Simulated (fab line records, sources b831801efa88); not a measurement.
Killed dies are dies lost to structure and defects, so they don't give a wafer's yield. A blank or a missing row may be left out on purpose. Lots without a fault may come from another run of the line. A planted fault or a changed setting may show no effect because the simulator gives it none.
One fault seen from 2 desks | flow sfq_line | each desk has only its own numbers; what lay behind them comes last

THE METROLOGY DESK
What the gauges read, lot by lot, whatever tool the lot ran on: means of the sampled wafers that have a number. A lot is out of limits, marked OUT, if its mean lies more than 4 standard deviations from the usual mean; the brackets give that distance.
Columns: A = I3_OVL at SFQ_I3_OVL_MEAS_923, usual -1 nm; B = I4_BOW at SFQ_I4_BOW_MEAS_927, usual 6 um; C = R5_MONX_THK at SFQ_R5_THK_MEAS_934, usual 41.0 nm; D = M8_AU_RS at SFQ_M8_RS_MEAS_949, usual 0.1530 ohm/sq
lot  | first seen here | A  | B   | C    | D
L666 | day 32 06:58    | 3  | 5   | 41.2 | 0.1507
L667 | day 32 12:58    | -6 | 23  | 41.4 | 0.1524
L668 | day 32 22:35    | 4  | 14  | 40.3 | 0.1497
L669 | day 33 12:52    | 1  | -3  | 40.7 | 0.1533
L670 | day 33 23:41    | -1 | 4   | 40.3 | 0.1527
L671 | day 34 03:17    | -7 | 6   | 40.4 | 0.1515
L672 | day 34 14:04    | -2 | 5   | 41.2 | 0.1543
L673 | day 34 21:16    | 3  | 27  | 40.8 | 0.1526
L674 | day 35 04:29    | 0  | 17  | 40.2 | 0.1519
L675 | day 35 19:38    | -9 | 6   | 41.3 | 0.1536
L676 | day 35 22:01    | 9  | -17 | 40.7 | 0.1516
L677 | day 36 04:01    | -2 | 6   | 41.8 | 0.1527
L682 | day 37 20:49    | -2 | 7   | 41.2 | 0.1538
L684 | day 38 11:13    | 8  | -3  | 40.7 | 0.1525
This desk's finding: nothing out of limits on any of the 14 lots.

THE TOOL OWNER'S DESK: cmp-02
The tool's own readings at SFQ_TRILAYER_I4_CMP_CMP_100 (polishes SiO2): means of the sampled wafers that have a number, for each lot that ran on this tool. A lot is out of limits, marked OUT, if its mean lies more than 4 standard deviations from the usual mean; the brackets give that distance.
Columns: A = motor_current_A at SFQ_TRILAYER_I4_CMP_CMP_100, usual 10.1 A; B = time_to_endpoint_s at SFQ_TRILAYER_I4_CMP_CMP_100, usual 214 s
lot  | first seen here | A   | B
L666 | day 37 06:31    | 9.6 | 208
L673 | day 39 21:13    | 9.8 | 220
L674 | day 40 06:43    | 9.4 | 210
L676 | day 40 18:13    | 9.8 | 209
L682 | day 42 07:42    | 9.9 | 252
L684 | day 42 22:42    | 9.7 | 255
This desk's finding: nothing out of limits on any of the 6 lots.

PUT TOGETHER
The metrology desk saw nothing out of limits.
The tool owner's desk saw nothing out of limits.

WHAT THE SIMULATOR HAD PUT IN
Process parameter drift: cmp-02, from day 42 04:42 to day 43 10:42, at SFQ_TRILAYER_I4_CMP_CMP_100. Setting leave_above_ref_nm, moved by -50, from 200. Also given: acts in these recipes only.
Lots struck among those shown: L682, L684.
